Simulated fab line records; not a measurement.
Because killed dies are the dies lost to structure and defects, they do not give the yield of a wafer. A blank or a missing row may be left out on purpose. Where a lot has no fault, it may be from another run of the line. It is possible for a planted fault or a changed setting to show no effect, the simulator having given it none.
Matching of chambers -- flow sky130 -- SKY_LI_CONTACT_CMP_24 on cmp-02: 4 sister chambers
The step polishes, stops on PSG, t overpolish 20 s, target thk 0 nm. 8 wafers are shown with their chamber, then 8 later ones without.

## WAFERS PAIRED WITH THEIR CHAMBERS
wafer,chamber,motor current A (A),overpolish run s (s)
L294.5,2,12.0,19.996
L299.5,2,11.8,19.999
L300.2,3,12.2,20.010
L300.6,0,10.6,19.998
L302.3,1,11.2,19.981
L302.4,0,10.8,20.002
L302.6,1,11.1,19.996
L306.1,3,12.2,20.010

## WAFERS WHOSE CHAMBER IS MISSING
wafer,motor current A (A),overpolish run s (s)
L306.2,10.7,19.985
L306.5,11.7,19.991
L308.2,10.5,19.981
L308.5,11.7,20.015
L308.6,10.5,20.006
L307.1,11.1,20.001
L307.3,10.6,19.989
L307.4,11.0,20.004

## WHICH CHAMBER EACH WENT THROUGH
wafer,from the rows above,in truth
L306.2,can't be placed: 0 or 1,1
L306.5,2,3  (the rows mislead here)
L308.2,0,0
L308.5,can't be placed: 2 or 3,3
L308.6,0,0
L307.1,can't be placed: 1 or 0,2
L307.3,0,0
L307.4,can't be placed: 0 or 1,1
Placed correctly: 3 of 8. From these rows, 4 cannot be placed; in 3 the true chamber is one of the candidates. Wrongly placed: 1.
How it was worked out, from the rows above alone: a wafer's distance from a chamber is the root of the sum, over the readings, of the square of ((its reading less the chamber's mean) divided by the reading's scatter). The wafer belongs to the nearest chamber; if the next one is less than 2 further off, it can't be placed. The mean given for a chamber averages the wafers shown for that chamber. How the scatter is found: for the shown wafers, subtract from each reading the mean of its chamber, square and add these, divide the total by (wafers less chambers), then take the root.
